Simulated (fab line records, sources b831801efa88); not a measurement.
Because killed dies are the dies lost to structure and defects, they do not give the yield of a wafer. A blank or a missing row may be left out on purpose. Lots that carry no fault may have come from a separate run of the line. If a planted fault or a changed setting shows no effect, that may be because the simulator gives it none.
fab line records    flow gf180mcu
record lots=5  wafers=15  lastDay=34
route steps=602 shown M3@419 V3@429
lots that met no fault: from a run of the same line without faults
startH: start of the lot's first displayed wafer, in hours after the record's first day    waitH: how many hours have passed since the lot's step before this one    " same as the row above    L1.1+2: one row covering several wafers at once    - value missing, or start not given    * or withheld: withheld    < > ~ a bound
route shown NAME@n: names a module that has steps shown in the file, with the first one's number in the route    usual: mean and standard deviation over wafers with no fault    same: alike in all rows    chamber/n: place in a boat    sites: per-site readings    _std_site: standard deviation across them    _edge_site: inner sites' mean taken away from outer sites' mean    radiusMm: how far each site lies from the wafer's centre    mask NAME#n: copy n    behind: tool/chamber where the wafer was last shaped    hold: what put the lot on hold/how long, in hours/how the hold closed    device: transistor that didn't switch, given as n, p or np    end of line: tests run on the same wafers once the route is complete    step lacking rows: just its recipe    killed: dies that structure and defects cost at the first sort, which is not the same as the wafer's yield    map: a wafer's dies, x killed, . not, _ none there
set.NAME: the setting the step ran with; set.NAME@STEP: the setting that earlier step ran with    model.NAME: the simulator's own value behind a step, which no gauge read
certain route steps with their lots: each step a table, each wafer a row
services: the hour from which a tool's chamber was out of use, counted from the record's first day as startH (under 0 if before that day), plus the number of hours and why
## steps
# step GF_M3_SOFTBAKE_10
# recipe tempC=130  timeS=60  resist=KrF
# step GF_M3_EXPOSE_11
# recipe maskId=Metal3  targetCdNm=280  na=0.68  sourceShape=conventional  sigmaOuter=0.6  doseMj=28
# step GF_M3_PEB_12
# recipe pebTempC=135  pebTimeS=90  resist=KrF
# step GF_M3_DEVELOP_13
# recipe developTimeS=60  devTempC=21
# step GF_M3_CD_MEAS_14
# recipe targetCdNm=280
# usual cdNm=279.7/1.1
lot.wafer  tool      chamber  startH  waitH  cdNm
L348.1     cdSem-02  -        504.71  0.1    281.6
L348.2     "         -        "       "      280.8
L348.6     "         -        "       "      280.2
L355.1     cdSem-02  -        574.16  0.1    279.8
L355.2     "         -        "       "      279.7
L355.6     "         -        "       "      279.8
L359.2     cdSem-01  -        599.04  0.1    279.2
L359.4     "         -        "       "      279.4
L359.5     "         -        "       "      279.6
L368.1     cdSem-02  -        662.80  0.1    279.8
L368.3     "         -        "       "      279.9
L368.6     "         -        "       "      279.6
L369.1     cdSem-02  -        665.22  0.1    278.8
L369.2     "         -        "       "      279.5
L369.3     "         -        "       "      279.0
# step GF_M3_OVL_MEAS_15
# usual M3_OVL=-2/6.1
lot.wafer  tool        chamber  startH  waitH  M3_OVL[nm]
L348.1     overlay-01  -        504.83  0.1    2
L348.2     "           -        "       "      -3
L348.6     "           -        "       "      0
L355.1     overlay-02  -        574.28  0.1    7
L355.2     "           -        "       "      7
L355.6     "           -        "       "      5
L359.2     overlay-02  -        599.15  0.1    2
L359.4     "           -        "       "      2
L359.5     "           -        "       "      12
L368.1     overlay-01  -        662.92  0.1    -4
L368.3     "           -        "       "      -2
L368.6     "           -        "       "      -10
L369.1     overlay-01  -        665.34  0.1    -4
L369.2     "           -        "       "      4
L369.3     "           -        "       "      -4
# step GF_M3_METAL_ETCH_16
# recipe chemistry=Cl2/BCl3  maskMaterial=KrF  targetDepthNm=750.8  stopOn=SiO2  pressureMtorr=8  icpW=800  biasW=140  Cl2_flow_sccm=80  bcl3FlowSccm=40  timeS=125.1
# usual drypumpMotorCurrentA=5.8/0.68  oesProductAu=0.993/0.0053  throttleValvePct=28.228/0.0089
lot.wafer  tool         chamber  startH  waitH  drypumpMotorCurrentA  oesProductAu  rfHoursCounterH  throttleValvePct
L348.1     rieMetal-02  1        504.87  0.0    4.9                   0.983         5                28.234
L348.2     "            0        "       "      4.9                   0.996         11               28.232
L348.6     "            1        "       "      4.9                   0.987         -                28.247
L355.1     rieMetal-04  0        574.32  0.0    5.4                   0.997         7                28.218
L355.2     "            1        "       "      6.6                   0.995         2                28.226
L355.6     "            1        "       "      6.6                   0.998         -                28.228
L359.2     rieMetal-04  0        599.18  0.0    5.5                   0.992         8                28.239
L359.4     "            1        "       "      6.6                   0.988         -                28.234
L359.5     "            1        "       "      6.6                   1.000         -                28.242
L368.1     rieMetal-01  0        662.95  0.0    5.7                   0.993         3                28.224
L368.3     "            0        "       "      5.7                   0.991         -                28.237
L368.6     "            0        "       "      5.7                   0.992         -                28.234
L369.1     rieMetal-02  1        665.37  0.0    4.9                   0.989         11               28.228
L369.2     "            1        "       "      4.9                   0.988         -                28.215
L369.3     "            1        "       "      4.9                   0.993         -                28.232
# step GF_M3_STRIP_17
# recipe chemistry=O2/N2  powerW=1400  pressureMtorr=1500  platenTempC=250  o2FlowSccm=3000  n2FlowSccm=300  overashFraction=0.5
# usual drypumpMotorCurrentA=5.8/0.37  heaterPowerW=329/34  oesProductAu=0.537/0.0045  stripTimeToEndpointS=7.36/0.043
# same overashFraction=0.5
lot.wafer  tool            chamber  startH  waitH  drypumpMotorCurrentA  heaterPowerW  oesProductAu  rfHoursCounterH  stripTimeToEndpointS
L348.1     plasmaAsher-03  1        505.00  0.1    5.5                   361           0.536         76               7.44
L348.2     "               0        "       "      5.3                   313           0.538         76               7.35
L348.6     "               1        "       "      5.5                   368           0.537         -                7.44
L355.1     plasmaAsher-02  0        574.45  0.1    6.2                   339           0.534         90               7.40
L355.2     "               1        "       "      5.5                   289           0.538         90               7.39
L355.6     "               1        "       "      5.5                   288           0.537         -                7.34
L359.2     plasmaAsher-03  0        599.30  0.1    5.4                   328           0.530         86               7.37
L359.4     "               1        "       "      5.5                   371           0.538         -                7.37
L359.5     "               0        "       "      5.4                   306           0.537         -                7.38
L368.1     plasmaAsher-04  1        663.21  0.2    6.2                   298           0.539         60               7.42
L368.3     "               0        "       "      5.8                   371           0.529         -                7.41
L368.6     "               1        "       "      6.3                   286           0.539         -                7.37
L369.1     plasmaAsher-04  0        665.63  0.2    5.9                   388           0.537         61               7.33
L369.2     "               1        "       "      6.3                   294           0.539         61               7.36
L369.3     "               1        "       "      6.2                   286           0.539         -                7.34
# step GF_M3_STRIP_18
# recipe chemistry=postEtchResidueRemover  timeS=1200  tempC=72.5
# step GF_M3_CLEAN_19
# recipe chemistry=DIW  dry=n2Spin
# step GF_V3_CVD_00
# recipe material=SiO2  targetThkNm=600  sigmaOpenFrac=0.3  tempC=400  timeS=100  sih4FlowSccm=60  pressureMtorr=6
# step GF_V3_THK_MEAS_01
# recipe reads=SiO2_of_V3_CVD_00
# usual V3_CVD_00_THK=598/7
lot.wafer  tool          chamber  startH  waitH  V3_CVD_00_THK[nm]
L348.1     filmMetro-02  -        505.63  0.0    593
L348.2     "             -        "       "      593
L348.6     "             -        "       "      591
L355.1     filmMetro-04  -        575.05  0.0    591
L355.2     "             -        "       "      600
L355.6     "             -        "       "      596
L359.2     filmMetro-04  -        599.93  0.0    597
L359.4     "             -        "       "      599
L359.5     "             -        "       "      603
L368.1     filmMetro-02  -        663.85  0.0    603
L368.3     "             -        "       "      593
L368.6     "             -        "       "      590
L369.1     filmMetro-02  -        666.24  0.0    597
L369.2     "             -        "       "      596
L369.3     "             -        "       "      601
# step GF_V3_CVD_02
# recipe material=SiO2  targetThkNm=850  precursor=TEOS  tempC=400  timeS=94.851  rfW=600
# usual heaterPowerW=718/120
lot.wafer  tool      chamber  startH  waitH  heaterPowerW  model.SiO2_of_V3_CVD_02.thkNm
L348.1     pecvd-04  1        505.69  0.1    683           848.7
L348.2     "         0        "       "      704           850.2
L348.6     "         2        "       "      799           848.8
L355.1     pecvd-04  1        575.11  0.1    674           849.5
L355.2     "         2        "       "      772           834
L355.6     "         0        "       "      697           857.9
L359.2     pecvd-04  0        599.98  0.0    696           1200
L359.4     "         1        "       "      612           862.5
L359.5     "         2        "       "      773           865
L368.1     pecvd-01  0        663.91  0.1    920           840
L368.3     "         2        "       "      601           841.6
L368.6     "         0        "       "      736           850.4
L369.1     pecvd-01  2        666.30  0.1    567           822.1
L369.2     "         0        "       "      860           830
L369.3     "         1        "       "      669           839.9
# step GF_V3_THK_MEAS_03
# recipe reads=SiO2_of_V3_CVD_02
# usual V3_CVD_02_THK=850/10
lot.wafer  tool          chamber  startH  waitH  V3_CVD_02_THK[nm]
L348.1     filmMetro-04  -        505.76  0.0    849
L348.2     "             -        "       "      850
L348.6     "             -        "       "      849
L355.1     filmMetro-02  -        575.18  0.0    850
L355.2     "             -        "       "      833
L355.6     "             -        "       "      858
L359.2     filmMetro-03  -        600.06  0.0    1200
L359.4     "             -        "       "      863
L359.5     "             -        "       "      864
L368.1     filmMetro-03  -        663.98  0.0    840
L368.3     "             -        "       "      842
L368.6     "             -        "       "      850
L369.1     filmMetro-04  -        666.37  0.0    822
L369.2     "             -        "       "      831
L369.3     "             -        "       "      840
# step GF_V3_CMP_04
# recipe material=SiO2  downForcePsi=4  platenRpm=60  padVelocityMS=0.94248
# usual motorCurrentA=11.9/1.1  timeToEndpointS=78/4.9
lot.wafer  tool    chamber  startH  waitH  motorCurrentA  timeToEndpointS
L348.1     cmp-01  2        505.87  0.1    12.1           80
L348.2     "       3        "       "      11.6           81
L348.6     "       2        "       "      12.3           80
L355.1     cmp-01  0        575.48  0.3    10.8           75
L355.2     "       3        "       "      11.1           74
L355.6     "       1        "       "      12.1           82
L359.2     cmp-01  1        600.16  0.1    11.8           206
L359.4     "       2        "       "      12.4           82
L359.5     "       0        "       "      10.4           83
L368.1     cmp-01  0        664.14  0.1    10.7           77
L368.3     "       1        "       "      12.1           81
L368.6     "       2        "       "      12.5           82
L369.1     cmp-02  2        666.48  0.1    13.9           69
L369.3     "       3        "       "      11.1           70
L369.2     "       0        "       "      12.0           68
# step GF_V3_BOW_MEAS_05
# recipe mode=bow
# usual V3_BOW=113/7.6
lot.wafer  tool          chamber  startH  waitH  V3_BOW[um]
L348.1     filmMetro-02  -        506.12  0.2    108
L348.2     "             -        "       "      105
L348.6     "             -        "       "      109
L355.1     filmMetro-03  -        575.78  0.2    105
L355.2     "             -        "       "      117
L355.6     "             -        "       "      103
L359.2     filmMetro-03  -        600.43  0.2    123
L359.4     "             -        "       "      116
L359.5     "             -        "       "      121
L368.1     filmMetro-02  -        664.34  0.1    106
L368.3     "             -        "       "      105
L368.6     "             -        "       "      113
L369.1     filmMetro-02  -        666.73  0.2    121
L369.2     "             -        "       "      107
L369.3     "             -        "       "      115
## services
tool            chamber  startH  hours  kind
rieMetal-02     -        488.73  0.1    repair
pecvd-04        0        488.93  7.1    repair
rieMetal-04     0        497.41  3.6    repair
pecvd-01        -        504.22  4.7    repair
rieMetal-01     -        507.03  0.5    repair
plasmaAsher-03  -        529.05  8.3    repair
rieMetal-01     0        543.22  -      clean
rieMetal-01     0        543.22  30.4   scheduledDown
pecvd-01        2        546.16  8.3    repair
cmp-01          -        546.27  0.3    repair
cmp-01          -        550.51  2.6    repair
cmp-02          -        572.00  4.0    pm
cmp-02          -        573.46  1.5    repair
pecvd-01        -        581.53  0.8    repair
rieMetal-04     -        582.02  2.8    pm
plasmaAsher-02  -        584.63  4.5    repair
rieMetal-02     1        594.03  2.3    repair
rieMetal-02     0        601.39  14.7   repair
cmp-02          -        620.52  3.0    pm
rieMetal-04     -        620.63  0.7    repair
cmp-01          -        633.70  5.7    pm
rieMetal-02     0        662.25  -      clean
rieMetal-02     0        662.25  17.0   scheduledDown
rieMetal-02     0        662.25  17.0   ventCycle
## key
firstSign step=GF_V3_THK_MEAS_03  reading=V3_CVD_02_THK  direction=up  sigmas=34  usual=850  struck=1200
effect step=GF_V3_CMP_04  reading=timeToEndpointS  direction=up  sigmas=26  usual=*  struck=*
modelEffect step=GF_V3_CVD_02  value=SiO2_of_V3_CVD_02.thkNm  without=854.2  struck=1200
metAt GF_V3_CVD_02
struckWafers L359.2
onsetBetween 575.11 599.98
fault kind=processParameterDrift  tool=pecvd-04  chamber=0  onsetH=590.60  steps=GF_V3_CVD_02  channel=targetThkNm  offset=348.06  shape=step  endH=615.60  actsIn=theseRecipesOnly  stated=850
